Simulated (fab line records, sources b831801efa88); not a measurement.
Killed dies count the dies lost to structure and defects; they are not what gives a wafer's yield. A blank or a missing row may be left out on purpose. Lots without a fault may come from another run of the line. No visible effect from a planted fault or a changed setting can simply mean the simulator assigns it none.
Struck lot and sound lot, side by side    flow sky130    30 steps out of a route of 708
Sound: wafers L505.2, L505.4, L505.6. Wafers struck: L512.1, L512.3, L512.4. The cause is given at the end.
For every step that has rows: the tool of each side, followed by ch and its chambers, followed by its first start. Under that, the readings that differ: sound wafers    struck wafers    difference of the means    sigmas: that difference in standard deviations of wafers without a fault.
alike: same words and numbers on both sides, and readings whose means sit less than 2 such deviations apart. not compared: any withheld reading, any reading some wafer has no value for, any bound like >300 that may hide the same value, and any number with overlapping values for which the record gives no deviation.
Wherever a step has rows on one side only, a row that says differs or no value, or a row with sigmas, the two part there. Numbers that don't overlap but have no deviation are shown without sigmas and don't part them. A reading missing from all wafers of one side parts the sides only when that side holds two or more wafers.

SKY_PWDE_STRIP_09: strips in O2/N2.
  sound on plasmaAsher-03 ch 0,1, day 5 12:44; struck on plasmaAsher-04 ch 0,1, day 7 03:05
  alike: drypumpMotorCurrentA, o2FlowSccm, oesProductAu, stripTimeToEndpointS
  not compared: rfHoursCounterH
SKY_PWDE_TW_MEAS_10:
  struck on filmMetro-04, day 7 03:11; sound on filmMetro-03, day 5 12:50
  alike: PWDE_TW
then, 7 steps without rows for these wafers: SKY_NWELL_DEHYDRATE_03 (time 60 s); SKY_NWELL_HMDS_04 (prime time 60 s); SKY_NWELL_COAT_05 (resist thk 3000 nm); SKY_NWELL_SOFTBAKE_06; SKY_NWELL_EXPOSE_07 (exposes mask NWM, target cd 840 nm); SKY_NWELL_PEB_08; SKY_NWELL_DEVELOP_09 (develop time 60 s).
SKY_NWELL_OVL_MEAS_10:
  struck on overlay-02, day 7 21:11; sound on overlay-02, day 6 07:14
  alike: NWELL_00_OVL
then, 2 steps without rows for these wafers: SKY_NWELL_IMPLANT_11; SKY_NWELL_IMPLANT_12.
SKY_NWELL_IMPLANT_13:
  sound on implanter-02 ch 0, day 6 07:36; struck on implanter-04 ch 0, day 7 21:31
reading           sound                          struck                        difference  sigmas
doseIonsCm2       7.019e+11 7.002e+11 6.997e+11  2.963e+11 2.971e+11 2.97e+11  -4.038e+11  -99 or more
faradayCurrentUA  3.97 4.04 3.99                 1.65 1.63 1.68                -2.35       -29
SKY_NWELL_STRIP_14: strips in O2/N2.
  sound on plasmaAsher-01 ch 1, day 6 07:43; struck on plasmaAsher-02 ch 0,1, day 7 21:40
reading                   sound              struck             difference  sigmas
drypumpMotorCurrentA (A)  6.5 6.6 6.5        5.6 5.3 5.6        -1.0        -2
stripTimeToEndpointS (s)  37.05 37.00 37.08  36.73 36.76 36.85  -0.26       -3
  alike: o2FlowSccm, oesProductAu
  not compared: rfHoursCounterH
SKY_NWELL_TW_MEAS_15:
  struck on filmMetro-03, day 7 21:46; sound on filmMetro-01, day 6 07:50
  alike: NWELL_TW
then, 7 steps without rows for these wafers: SKY_NWELL_DEHYDRATE_16 (time 60 s); SKY_NWELL_HMDS_17 (prime time 60 s); SKY_NWELL_COAT_18 (resist thk 3000 nm); SKY_NWELL_SOFTBAKE_19; SKY_NWELL_EXPOSE_20 (exposes mask NWM COMPLEMENT, target cd 840 nm); SKY_NWELL_PEB_21; SKY_NWELL_DEVELOP_22 (develop time 60 s).
SKY_NWELL_OVL_MEAS_23:
  struck on overlay-01, day 8 18:17; sound on overlay-01, day 7 02:07
  alike: NWELL_01_OVL
next, for these wafers, 1 step has no rows: SKY_NWELL_IMPLANT_24.
SKY_NWELL_STRIP_25: strips in O2/N2.
  sound on plasmaAsher-01 ch 0,1, day 7 02:18; struck on plasmaAsher-03 ch 0,1, day 8 18:28
  alike: drypumpMotorCurrentA, o2FlowSccm, oesProductAu, stripTimeToEndpointS
  not compared: rfHoursCounterH
SKY_NWELL_TW_MEAS_26:
  struck on filmMetro-04, day 8 18:34; sound on filmMetro-03, day 7 02:25
  alike: NWELL_2_TW
then, 1 step without rows for these wafers: SKY_NWELL_CLEAN_27 (cleans in SC1/SC2, time 150 s).
SKY_NWELL_RTA_28: time 30 s.
  sound on rtpAnneal-02 ch 0, day 7 02:32; struck on rtpAnneal-02 ch 0, day 8 18:41
  alike: chamberO2Ppm, lampPowerPct, rampUpCPerS, wafer_temp_C_max
SKY_NWELL_RS_MEAS_29: measurement is done with a four-point probe.
  struck on filmMetro-03, day 8 19:08; sound on filmMetro-01, day 7 02:38
reading            sound              struck             difference  sigmas
NWELL_RS (ohm/sq)  625.7 626.0 624.4  641.6 639.1 639.8  +14.8       +11
  not compared: hold
-- the record jumps here: 41 days lie between the struck wafers' starts before and after (it left off in module NWELL and takes up again in module PAD_OPEN, whose first step shown is number 708 of the route) --
SKY_PAD_OPEN_PROBE_99:
  struck on prober-01, day 49 19:43; sound on prober-01, day 47 15:19
reading                              sound                          struck                        difference  sigmas
model.etest.nfet_16v.rOnOhmUm        1.434e+04 1.426e+04 1.419e+04  1.49e+04 1.479e+04 1.467e+04  +5.23e+02   
model.etest.pfetG5v0d10v5.rOnOhmUm   4688 4675 4623                 4571 4562 4570                -94         
model.etest.tipP.rsOhmSq             6897 6856 6918                 6684 6675 6679                -211        
model.etest.tip_p_5v.rsOhmSq         2848 2817 2837                 2790 2770 2788                -51         
model.etest.pfetG5v0d10v5.driveUaUm  351.6 351.3 351.8              358.1 359.2 353.4             +5.3        
model.etest.pfet_01v8_lvt.driveUaUm  178.3 173.9 175.2              186.2 187.9 187.9             +11.5       
model.etest.pfet_01v8.driveUaUm      195.5 190.3 190.7              205.9 205 203.6               +12.7       
  alike: killed_at_M0_to_M3, killed_at_M4_up, killedAtContacts, killedAtFrontEnd, killedAtOther, killedDies, killedOpen, killedShort
  not compared: model.etest.pfet_16v.driveUaUm

WHERE THEY PART
First at SKY_NWELL_IMPLANT_13; last, within this record, at SKY_NWELL_RS_MEAS_29. Later steps at which nothing parts them and some readings are alike: SKY_PAD_OPEN_PROBE_99.

WHY: what the simulator had put in
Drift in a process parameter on implanter-04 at SKY_NWELL_IMPLANT_13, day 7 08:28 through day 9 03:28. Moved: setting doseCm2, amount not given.
